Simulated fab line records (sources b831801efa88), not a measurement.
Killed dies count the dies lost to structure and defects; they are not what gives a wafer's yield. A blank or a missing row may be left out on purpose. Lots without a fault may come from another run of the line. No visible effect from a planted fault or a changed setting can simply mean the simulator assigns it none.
A struck lot beside a sound one	flow sky130	20 steps out of a route of 708
Sound: wafers L374.3, L374.5, L374.6. Wafers L385.3, L385.5, L385.6 were the ones struck. The cause comes at the end.
Order at every step that has rows: each side's tool, ch and its chambers, its first start. Under that, the readings that differ: sound wafers	struck wafers	difference of the means	sigmas: that difference in standard deviations of wafers without a fault.
alike: readings with means less than 2 such deviations apart, plus words and numbers identical on both sides. not compared: withheld readings, readings lacking a value on some wafer, bounds such as >300 that could conceal the same value, and numbers that have no deviation in the record and whose values overlap.
The two part at a step that has a row with sigmas, a row that says differs or no value, or rows on one side only. Numbers that don't overlap but have no deviation are shown without sigmas and don't part them. A reading that every wafer of one side lacks parts them only if that side has two wafers or more.

first, 1 step without rows for these wafers: SKY_NWELL_IMPLANT_24.
SKY_NWELL_STRIP_25: strips in O2/N2.
  sound on plasmaAsher-03 ch 0,1, day 5 13:43; struck on plasmaAsher-02 ch 0,1, day 8 07:40
reading	sound	struck	difference	sigmas
drypumpMotorCurrentA (A)	6.4 6.4 5.5	5.1 5.1 5.0	-1.0	-2
  alike: oesProductAu, stripTimeToEndpointS
  not compared: rfHoursCounterH
SKY_NWELL_TW_MEAS_26:
  sound on filmMetro-01 at day 5 13:48; struck on filmMetro-03 at day 8 07:45
  alike: NWELL_2_TW
then, 1 step without rows for these wafers: SKY_NWELL_CLEAN_27 (cleans in SC1/SC2, time 150 s).
SKY_NWELL_RTA_28: time 30 s.
  sound on rtpAnneal-02 ch 0, day 5 13:56; struck on rtpAnneal-02 ch 0, day 8 07:53
  alike: lampPowerPct, wafer_temp_C_max
SKY_NWELL_RS_MEAS_29: a four-point-probe measurement.
  sound on filmMetro-02 at day 5 14:02; struck on filmMetro-03 at day 8 07:59
  alike: NWELL_RS
SKY_NWELL_RS_MEAS_31: a four-point-probe measurement.
  sound on filmMetro-02 at day 5 14:16; struck on filmMetro-03 at day 8 08:13
  alike: PWDE_RS
then, 4 steps without rows for these wafers: SKY_VT_ADJUST_HVTP_DEHYDRATE_00 (time 60 s); SKY_VT_ADJUST_HVTP_HMDS_01 (prime time 60 s); SKY_VT_ADJUST_HVTP_COAT_02 (resist thk 1140 nm); SKY_VT_ADJUST_HVTP_SOFTBAKE_03 (time 60 s).
SKY_VT_ADJUST_HVTP_EXPOSE_04: exposes mask HVTPM, target cd 380 nm.
  sound on ilineStepper-01 ch 0, day 5 23:23; struck on ilineStepper-01 ch 0, day 8 18:04
reading	sound	struck	difference	sigmas
mask	HVTPM#0 HVTPM#0 HVTPM#0	NWM_COMPLEMENT_LESS_NATIVE#0 NWM_COMPLEMENT_LESS_NATIVE#0 NWM_COMPLEMENT_LESS_NATIVE#0	differs	
then, 2 steps without rows for these wafers: SKY_VT_ADJUST_HVTP_PEB_05; SKY_VT_ADJUST_HVTP_DEVELOP_06 (develop time 60 s).
SKY_VT_ADJUST_HVTP_CD_MEAS_07: target cd 380 nm.
  sound on cdSem-02 at day 6 08:11; struck on cdSem-02 at day 9 04:07
reading	sound	struck	difference	sigmas
cdNm (nm)	379.9 380.5 382.5	- - -	no value on the struck wafers	
SKY_VT_ADJUST_HVTP_OVL_MEAS_08:
  sound on overlay-02 at day 6 08:16; struck on overlay-01 at day 9 04:13
reading	sound	struck	difference	sigmas
VT_ADJUST_HVTP_OVL (nm)	1.2 2.8 1.1	- - -	no value on the struck wafers	
following that, these wafers have no rows for 1 step: SKY_VT_ADJUST_HVTP_IMPLANT_09.
SKY_VT_ADJUST_HVTP_STRIP_10: strips in O2/N2.
  sound on plasmaAsher-03 ch 0,1, day 6 08:29; struck on plasmaAsher-03 ch 0,1, day 9 04:25
  alike: drypumpMotorCurrentA, oesProductAu, stripTimeToEndpointS
  not compared: rfHoursCounterH
SKY_VT_ADJUST_HVTP_TW_MEAS_11:
  sound on filmMetro-01 at day 6 08:34; struck on filmMetro-03 at day 9 04:44
reading	sound	struck	difference	sigmas
VT_ADJUST_HVTP_TW	1340 1341 1343	30 30 30	-1311	-99 or more
  not compared: hold
SKY_PAD_OPEN_PROBE_99:
  rows exist in the record for the sound wafers here (prober-01, day 46 01:13), none for the struck ones

== WHERE THEY PART ==
At SKY_NWELL_STRIP_25 first; at SKY_PAD_OPEN_PROBE_99 last (within this record only).

WHY: the cause the simulator had injected
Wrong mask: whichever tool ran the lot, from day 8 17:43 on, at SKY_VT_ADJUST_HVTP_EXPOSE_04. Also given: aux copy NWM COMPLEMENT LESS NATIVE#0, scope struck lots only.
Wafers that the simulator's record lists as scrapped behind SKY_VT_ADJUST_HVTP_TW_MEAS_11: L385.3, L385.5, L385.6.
